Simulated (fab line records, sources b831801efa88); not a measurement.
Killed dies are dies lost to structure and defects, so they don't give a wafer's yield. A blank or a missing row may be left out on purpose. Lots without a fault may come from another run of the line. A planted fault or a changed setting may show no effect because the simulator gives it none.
Problem report in the 8D (eight disciplines) form, filled by code | flow sky130 | the parts of the form that need people (team, actions taken, sign-off) are left out

1. THE PROBLEM
dose_ions_cm2 at SKY_LDD_N_IMPLANT_09 reads a mean of 9.584e+13 on 6 wafers of 2 lots; wafers without a fault read 7.498e+13 with a standard deviation of 7.8e+10. That is +99 or more standard deviations from the usual mean.
First seen on wafer L989.4, day 22 19:26, on implanter-02. The record holds 33 wafers of 11 lots with a number at this step. Rule for "out", or "out of limits": more than 4 standard deviations from the usual mean. The other wafers with a number count as sound.

2. WHAT IT IS AND WHAT IT IS NOT
question                    | is                                | is not
which readings at this step | dose_ions_cm2, faraday_current_uA | -
which lots                  | L989, L991                        | L975, L981, L982, L983, L984, L985, L990, L997, L998
which wafers of those lots  | all that have a number            | -
read on which tools         | implanter-02                      | implanter-03, implanter-04
when                        | from day 22 19:26                 | up to then (18 sound wafers); but 9 sound wafers of L990, L997, L998 came after

3. SUSPECTS, AND WHAT RULES EACH OUT
Counting: a tool at a process step up to the reading stays a suspect if it ran every lot that is out and no sound lot after the first of them.
- implanter-02 at SKY_LDD_N_IMPLANT_09: kept. It ran every lot that is out, first L989 (day 22 19:26), and no sound lot after that; its last sound lot up to then is L985 (day 21 16:16). Its own readings are out on those wafers: dose_ions_cm2, faraday_current_uA.
Left after counting: implanter-02 at SKY_LDD_N_IMPLANT_09.

4. THE CAUSE (what the simulator had put in)
Process parameter drift: implanter-02, from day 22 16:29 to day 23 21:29, at SKY_LDD_N_IMPLANT_09. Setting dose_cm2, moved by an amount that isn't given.
Counting left only this tool.

5. THE CHAIN OF EFFECTS, in route order
Each row: a reading whose mean over the struck wafers that have a number lies more than 3 standard deviations from the usual. Only readings for which the record gives a usual standard deviation are gone through. hours: the time from each lot's start at the first step in this table that gives one to its start at this step, as a median over the lots. sigmas: the change in usual standard deviations.
hours | step                 | reading                  | usual     | on struck wafers | change     | sigmas
0     | SKY_LDD_N_IMPLANT_09 | dose_ions_cm2            | 7.498e+13 | 9.584e+13        | +2.086e+13 | +99 or more
0     | SKY_LDD_N_IMPLANT_09 | faraday_current_uA       | 423       | 544              | +122       | +14
1     | SKY_LDD_N_STRIP_16   | strip_time_to_endpoint_s | 4.393 s   | 4.453            | +0.060     | +4.3
The process steps in it:
- SKY_LDD_N_IMPLANT_09
- SKY_LDD_N_STRIP_16: strips in O2/N2.
Later measuring or inspecting steps at which every struck wafer that the step has a row for has a number for every such reading, and none has moved that far: SKY_CONTACT_CD_MEAS_14.

6. WHAT WOULD HAVE CAUGHT IT SOONER
In this record the first reading out of limits was taken at day 22 19:26, 3 hours after the fault began at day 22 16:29.
